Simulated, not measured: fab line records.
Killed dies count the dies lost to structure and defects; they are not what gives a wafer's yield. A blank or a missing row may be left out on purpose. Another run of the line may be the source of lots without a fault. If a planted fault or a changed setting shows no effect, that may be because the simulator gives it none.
2 desks, one fault :: flow gf180mcu :: numbers are kept per desk, each desk with only its own; the story behind them comes last

FROM THE METROLOGY DESK
Means of the sampled wafers that have a number, per lot and without regard to the tool the lot ran on: this is what the gauges read. Marked OUT: a lot whose mean sits more than 4 standard deviations from the usual mean, which makes it out of limits; the brackets give that distance.
Columns: A = M3_OVL at GF_M3_OVL_MEAS_15, usual -1 nm; B = V3_CVD_00_THK at GF_V3_THK_MEAS_01, usual 602 nm; C = V3_W_RS at GF_V3_RS_MEAS_24, usual 0.330 ohm/sq; D = V3_W_THK at GF_V3_THK_MEAS_25, usual 342 nm
lot: L507
first seen here: day 21 06:58
A: -0
B: 608
C: 0.333
D: 336

lot: L508
first seen here: day 21 23:23
A: -6
B: 600
C: 0.328
D: 349

lot: L510
first seen here: day 22 17:04
A: -7
B: 602
C: 0.326
D: 344

lot: L511
first seen here: day 23 07:43
A: -2
B: 601
C: 0.331
D: 341

lot: L512
first seen here: day 23 12:23
A: -2
B: 605
C: 0.328
D: 344

lot: L513
first seen here: day 23 16:46
A: 2
B: 606
C: 0.328
D: 341

lot: L517
first seen here: day 25 02:45
A: 4
B: 604
C: 0.327
D: 341

lot: L518
first seen here: day 25 06:00
A: 5
B: 604
C: 0.325
D: 351

lot: L525
first seen here: day 27 14:14
A: 1
B: 596
C: 0.284 (-11) OUT
D: 341

lot: L528
first seen here: day 28 07:07
A: -5
B: 601
C: 0.243 (-21) OUT
D: 335

lot: L529
first seen here: day 28 16:34
A: 4
B: 596
C: 0.325
D: 348
This desk's finding: out of limits on L525, L528; first on L525, day 28 12:23 (V3_W_RS at GF_V3_RS_MEAS_24). L507, L508, L510, L511, L512, L513, L517, L518, L529: within limits.

TOOL OWNER'S DESK, cvd-w-02
The tool's own readings at GF_V3_CVD_23 (deposits W, target thk 350 nm, time 104.9 s): means of the sampled wafers that have a number, for each lot that ran on this tool. Marked OUT: a lot whose mean sits more than 4 standard deviations from the usual mean, which makes it out of limits; the brackets give that distance.
Columns: A = heater-power-w at GF_V3_CVD_23, usual 871 W
lot: L507
first seen here: day 22 08:21
A: 882

lot: L508
first seen here: day 23 01:39
A: 890

lot: L512
first seen here: day 24 12:59
A: 864

lot: L525
first seen here: day 28 12:16
A: 901

lot: L528
first seen here: day 29 04:45
A: 871
This desk found nothing out of limits on any of the 5 lots.

BROUGHT TOGETHER
On L525, L528, the metrology desk was in a position to raise an alarm at day 28 12:23.
The desk of the tool owner found nothing out of limits.
On record at the tool owner's desk: L525, L528, within its limits.
On cvd-w-02, each named lot ran GF_V3_CVD_23.

WHAT HAD BEEN PUT IN BY THE SIMULATOR
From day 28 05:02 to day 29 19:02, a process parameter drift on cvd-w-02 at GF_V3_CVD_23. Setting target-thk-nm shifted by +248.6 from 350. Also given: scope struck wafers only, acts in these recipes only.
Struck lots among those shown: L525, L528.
Per desk, hours elapsed from the start of the fault to the first reading out of limits: for the metrology desk, 7.
